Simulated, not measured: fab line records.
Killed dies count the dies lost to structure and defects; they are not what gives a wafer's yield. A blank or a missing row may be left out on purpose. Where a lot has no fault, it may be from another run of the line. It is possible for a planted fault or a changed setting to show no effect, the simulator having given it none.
Matching of chambers    flow sky130    4 sister chambers for SKY_CONTACT_CMP_04 on cmp-01
The step polishes SiO2. 4 wafers are shown with their chamber, then 9 later ones without.

WAFERS WITH THEIR CHAMBER
wafer   chamber  motor_current_A (A)
L251.1  2        11.0
L252.1  0        14.3
L252.4  1        11.8
L252.5  3        14.9

WAFERS WITHOUT THEIR CHAMBER
wafer   motor_current_A (A)
L254.2  11.5
L254.4  15.4
L254.6  13.6
L256.1  14.3
L256.4  11.7
L256.5  15.8
L257.1  15.5
L257.3  11.9
L257.6  13.2

THE CHAMBER EACH PASSED THROUGH
wafer   from the rows above                in truth
L254.2  can't be placed: 1 or 2            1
L254.4  can't be placed: 3 or 0            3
L254.6  can't be placed: 0 or 3 or 1       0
L256.1  can't be placed: 0 or 3            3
L256.4  can't be placed: 1 or 2            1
L256.5  can't be placed: 3 or 0            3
L257.1  can't be placed: 3 or 0            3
L257.3  can't be placed: 1 or 2            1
L257.6  can't be placed: 0 or 1 or 3 or 2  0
Correctly placed: 0 of 9. From these rows, 9 cannot be placed; in 9 the true chamber is one of the candidates. Wrongly placed: 0.
How it was worked out, from the rows above alone: a wafer's distance from a chamber is the root of the sum, over the readings, of the square of ((its reading less the chamber's mean) divided by the reading's scatter). The wafer belongs to the nearest chamber; if the next one is less than 2 further off, it can't be placed. A chamber's mean is the mean of its shown wafers. The scatter (one wafer shown for each chamber): square how far every hidden wafer sits from the nearest shown wafer, average those squares and take the square root.
